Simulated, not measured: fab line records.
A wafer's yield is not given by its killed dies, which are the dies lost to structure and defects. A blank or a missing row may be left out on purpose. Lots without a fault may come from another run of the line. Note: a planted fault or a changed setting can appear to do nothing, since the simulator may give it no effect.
Code-filled problem report in 8D (eight disciplines) form -- flow sky130 -- the parts of the form that need people (team, actions taken, sign-off) are left out

1. PROBLEM STATEMENT
At SKY_FIELD_ISO_WET_ETCH_30, runLengthS averages 61 s over 6 wafers from 2 lots, while fault-free wafers read 80 s, standard deviation 3.6. Relative to the usual mean, that is a shift of -5.3 standard deviations.
The step: etches SiO2 in dHF, target depth 25 nm, time 50 s.
First seen on wafer L336.4, day 6 01:26, on wetBench-02. At this step, 39 wafers from 13 lots have a number in the record. Rule for "out" (also "out of limits"): further than 4 standard deviations from the usual mean. The other wafers with a number count as sound.

2. WHAT THIS IS AND IS NOT
question,is,is not
which readings at this step,runLengthS,-
which lots,"L336, L337","L320, L321, L325, L326, L327, L328, L330, L338, L339, L342, L343"
which wafers of those lots,all that have a number,-
read on which tools,wetBench-02,"wetBench-01, wetBench-03"
when,from day 6 01:26,"up to then (21 sound wafers); but 12 sound wafers of L338, L339, L342, L343 came after"

3. WHAT RULES OUT EACH SUSPECT
Counting: a tool stays on the suspect list if, at a process step up to the reading, it processed all lots that are out and no sound lot following the first of them.
- wetBench-02 at SKY_FIELD_ISO_WET_ETCH_30 (etches SiO2 in dHF, target depth 25 nm, time 50 s): kept. All lots that are out passed through it, beginning with L336 at day 6 01:26, and no sound lot followed; its final sound lot before that point was L330 at day 4 16:32. On those wafers its own readings are out: runLengthS.
The count leaves wetBench-02 at SKY_FIELD_ISO_WET_ETCH_30.

4. THE CAUSE (what the simulator had put in)
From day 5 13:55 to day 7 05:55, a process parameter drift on wetBench-02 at SKY_FIELD_ISO_WET_ETCH_30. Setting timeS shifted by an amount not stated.
After counting, this tool was the only one left.

5. THE EFFECT CHAIN, in route order
Each row: a reading where the mean over the struck wafers with a number is more than 3 standard deviations away from the usual. Only readings for which the record gives a usual standard deviation are gone through. hours: the time from each lot's start at the first step in this table that gives one to its start at this step, as a median over the lots. sigmas: the change in usual standard deviations.
hours,step,reading,usual,on struck wafers,change,sigmas
0,SKY_FIELD_ISO_WET_ETCH_30,runLengthS,80 s,61,-19,-5.3
Process steps it contains:
- SKY_FIELD_ISO_WET_ETCH_30: etches SiO2 in dHF, target depth 25 nm, time 50 s.
Later measuring or inspecting steps at which every struck wafer that the step has a row for has a number for every such reading, and none has moved that far: SKY_CONTACT_RS_MEAS_25.

6. HOW IT WOULD HAVE BEEN CAUGHT EARLIER
In this record the first reading out of limits was taken at day 6 01:26, 12 hours after the fault began at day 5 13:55.
